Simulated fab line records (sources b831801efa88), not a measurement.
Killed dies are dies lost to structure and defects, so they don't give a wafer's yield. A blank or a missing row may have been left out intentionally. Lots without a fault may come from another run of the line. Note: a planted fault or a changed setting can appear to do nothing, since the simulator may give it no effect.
The tool behind it: which one?    flow gf180mcu    7 lots, 21 wafers sampled, at 1 step of a route of 602

WHAT THE GAUGES READ, wafer by wafer
GF_M5_OVL_MEAS_08.
lot   measured      on          M5_OVL (nm)
L951  day 26 12:37  overlay-01  9 1 5
L954  day 27 14:01  overlay-01  -5 8 4
L957  day 28 16:00  overlay-02  2 -3 0
L962  day 29 23:12  overlay-01  9 8 -4
L967  day 31 05:22  overlay-02  0 6 3
L969  day 31 20:58  overlay-01  -1 6 -4
L971  day 32 09:24  overlay-02  10 10 6

WHAT TOOL EACH LOT RAN ON (gives the tool, then ch and the chambers of the sampled wafers, and finally the start)
Before these readings, the record contains no process step.

THE ANSWER, worked out from the rows above alone
Rule: the lots themselves supply what counts as usual. The widest of any qualifying gaps counts: lots, ordered by their means at a reading, are off when they make up no more than a third of the lots, leave a main group of 4 or more, and stand apart from it by 3 or more times the standard deviation of that group's means. The tables above print the reading to a certain number of digits; a main group whose means all agree to those digits is not used. A lot without any number at a reading at which 4 lots or more have one is off too. All remaining lots with rows at the step are treated as sound.
Nothing can be told from this: no lot is off at any reading shown.

WHAT THE SIMULATOR HAD INSERTED
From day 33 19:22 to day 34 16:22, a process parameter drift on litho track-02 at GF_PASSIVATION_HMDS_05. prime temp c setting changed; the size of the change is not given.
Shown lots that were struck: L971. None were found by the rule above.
